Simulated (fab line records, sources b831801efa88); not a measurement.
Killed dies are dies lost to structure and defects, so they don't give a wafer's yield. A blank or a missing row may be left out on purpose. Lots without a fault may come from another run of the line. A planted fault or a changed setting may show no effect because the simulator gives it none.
Which tool did it? | flow sky130 | 7 lots, 21 wafers sampled, at 4 steps of a route of 708

WHAT THE GAUGES READ, wafer by wafer
SKY_CAPM_RS_MEAS_03: measures by four-point-probe.
lot  | measured     | on            | CAPM_TIN_RS (ohm/sq)
L850 | day 37 18:12 | film_metro-01 | 6.93 6.97 6.94
L852 | day 38 04:15 | film_metro-04 | 7.03 7.09 7.00
L856 | day 39 14:29 | film_metro-03 | 6.86 6.93 6.87
L858 | day 40 01:46 | film_metro-01 | 6.97 6.79 6.85
L864 | day 42 14:22 | film_metro-01 | - - -
L869 | day 43 12:19 | film_metro-04 | 6.98 6.89 7.01
L871 | day 44 00:36 | film_metro-03 | 7.02 6.88 6.93

WHICH TOOL RAN EACH LOT (tool, then ch and the chambers of the sampled wafers, then the start)
lot  | SKY_METAL2_ETCH_18                | SKY_METAL2_METAL_ETCH_19          | SKY_CAPM_SPUTTER_02
L850 | rie_metal-02 ch 0,1, day 36 13:17 | rie_metal-02 ch 0,1, day 36 13:20 | pvd_sputter-03, day 37 18:05
L852 | rie_metal-01 ch 0,1, day 36 23:44 | rie_metal-01 ch 0,1, day 36 23:47 | pvd_sputter-02, day 38 04:08
L856 | rie_metal-03 ch 0, day 38 08:47   | rie_metal-03 ch 0, day 38 08:55   | pvd_sputter-03, day 39 14:22
L858 | rie_metal-02 ch 0,1, day 38 21:11 | rie_metal-02 ch 0,1, day 38 21:14 | pvd_sputter-04, day 40 01:38
L864 | rie_metal-02 ch 0,1, day 41 11:16 | rie_metal-02 ch 0,1, day 41 11:20 | pvd_sputter-04, day 42 14:14
L869 | rie_metal-01 ch 0,1, day 42 09:12 | rie_metal-01 ch 0,1, day 42 09:16 | pvd_sputter-02, day 43 12:13
L871 | rie_metal-01 ch 0,1, day 42 22:11 | rie_metal-01 ch 0,1, day 42 22:14 | pvd_sputter-03, day 44 00:29
- SKY_METAL2_ETCH_18: etches BARC in N2/H2, stops on SiO2, time 45.9 s, target depth 60 nm.
- SKY_METAL2_METAL_ETCH_19: etches the open film in Cl2/BCl3, stops on SiO2, target depth 360 nm, time 78 s.
- SKY_CAPM_SPUTTER_02: material TiN, target thk 200 nm, time 166.7 s.

THE ANSWER, worked out from the rows above alone
Rule: what is usual is taken from the lots themselves. Put in order of their means at a reading, lots are off if they are a third of the lots or fewer, leave a main group of 4 or more, and stand apart from it by a gap of 3 or more times the standard deviation of the main group's means; of several such gaps the widest counts. A main group whose means are all the same, to the digits that the tables above print for the reading, isn't used. A lot without any number at a reading at which 4 lots or more have one is off too. The other lots that the step has rows for count as sound.
Off: L864, at SKY_CAPM_RS_MEAS_03 (CAPM_TIN_RS). Without a number there: L864. The main group: mean 6.94 ohm/sq, standard deviation 0.055.
A tool fits if, at a process step before that reading, it ran every lot that is off, and no sound lot after the first of them. The gauges at SKY_CAPM_RS_MEAS_03 are tried like those tools. Can't be told from this: 3 tools fit, rie_metal-02 at SKY_METAL2_ETCH_18 and SKY_METAL2_METAL_ETCH_19, pvd_sputter-04 at SKY_CAPM_SPUTTER_02, film_metro-01 at SKY_CAPM_RS_MEAS_03.

WHAT THE SIMULATOR HAD PUT IN
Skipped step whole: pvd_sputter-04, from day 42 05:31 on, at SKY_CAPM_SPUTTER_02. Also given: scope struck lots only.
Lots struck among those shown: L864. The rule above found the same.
